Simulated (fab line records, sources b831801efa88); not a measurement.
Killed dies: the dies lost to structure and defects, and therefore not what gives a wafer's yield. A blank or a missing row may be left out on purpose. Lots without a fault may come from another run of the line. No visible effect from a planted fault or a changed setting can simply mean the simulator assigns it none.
Which tool did it? :: flow sfq line :: Sampling: 7 lots, 20 wafers, 3 of 325 route steps

## WHAT THE GAUGES SHOWED, per wafer
SFQ_I4_OVL_MEAS_928.
lot: L389
measured: day 37 14:47
on: overlay-02
I4_OVL (nm): 0 -6 -1

lot: L391
measured: day 38 16:59
on: overlay-01
I4_OVL (nm): 1 4 4

lot: L394
measured: day 39 19:20
on: overlay-01
I4_OVL (nm): -2 6 -1

lot: L398
measured: day 46 12:26
on: overlay-02
I4_OVL (nm): -9 0

lot: L406
measured: day 54 19:54
on: overlay-02
I4_OVL (nm): 4 8 7

lot: L409
measured: day 55 02:02
on: overlay-02
I4_OVL (nm): 6 -4 6

lot: L411
measured: day 55 06:31
on: overlay-01
I4_OVL (nm): 0 -4 0

## TOOL THAT RAN EACH LOT (tool first, then ch and the chambers of the sampled wafers, then the start)
lot: L389
SFQ_TRILAYER_L0_CAP_PECVD_011: pecvd-04 ch 0,2, day 2 13:41
SFQ_TRILAYER_L0_VIA_ETCH_VIA_ETCH_016: rie diel-01 ch 0,3, day 4 23:14

lot: L391
SFQ_TRILAYER_L0_CAP_PECVD_011: pecvd-03 ch 0,1, day 4 16:50
SFQ_TRILAYER_L0_VIA_ETCH_VIA_ETCH_016: rie diel-01 ch 1,2, day 8 09:24

lot: L394
SFQ_TRILAYER_L0_CAP_PECVD_011: pecvd-01 ch 0,1,2, day 5 17:54
SFQ_TRILAYER_L0_VIA_ETCH_VIA_ETCH_016: rie diel-02 ch 1,2, day 9 09:24

lot: L398
SFQ_TRILAYER_L0_CAP_PECVD_011: pecvd-01 ch 0, day 6 18:23
SFQ_TRILAYER_L0_VIA_ETCH_VIA_ETCH_016: rie diel-04 ch 0,1, day 10 18:09

lot: L406
SFQ_TRILAYER_L0_CAP_PECVD_011: pecvd-04 ch 0,1,2, day 9 00:37
SFQ_TRILAYER_L0_VIA_ETCH_VIA_ETCH_016: rie diel-02 ch 0,1,2, day 13 06:13

lot: L409
SFQ_TRILAYER_L0_CAP_PECVD_011: pecvd-03 ch 0,1,2, day 9 16:13
SFQ_TRILAYER_L0_VIA_ETCH_VIA_ETCH_016: rie diel-04 ch 0,1,3, day 14 02:37

lot: L411
SFQ_TRILAYER_L0_CAP_PECVD_011: pecvd-01 ch 0,1,2, day 10 07:49
SFQ_TRILAYER_L0_VIA_ETCH_VIA_ETCH_016: rie diel-02 ch 0,2,3, day 14 17:01
- SFQ_TRILAYER_L0_CAP_PECVD_011: deposits SiO2 from SiH4/N2O, time 13.333 s, target thk 60 nm.
- SFQ_TRILAYER_L0_VIA_ETCH_VIA_ETCH_016: etches SiO2 in CHF3, stops on MoNx KI, target depth 80 nm.

## THE ANSWER, worked out from the rows above alone
Rule: usual is defined by the lots themselves. Put in order of their means at a reading, lots are off if they are a third of the lots or fewer, leave a main group of 4 or more, and stand apart from it by a gap of 3 or more times the standard deviation of the main group's means; of several such gaps the widest counts. A main group whose means are all the same, to the digits that the tables above print for the reading, isn't used. Also off: a lot with no number at a reading for which 4 or more lots have one. Where the step has rows for the other lots, those lots are counted as sound.
Nothing can be told from this: no lot is off at any reading shown.

## WHAT THE SIMULATOR HAD INSERTED
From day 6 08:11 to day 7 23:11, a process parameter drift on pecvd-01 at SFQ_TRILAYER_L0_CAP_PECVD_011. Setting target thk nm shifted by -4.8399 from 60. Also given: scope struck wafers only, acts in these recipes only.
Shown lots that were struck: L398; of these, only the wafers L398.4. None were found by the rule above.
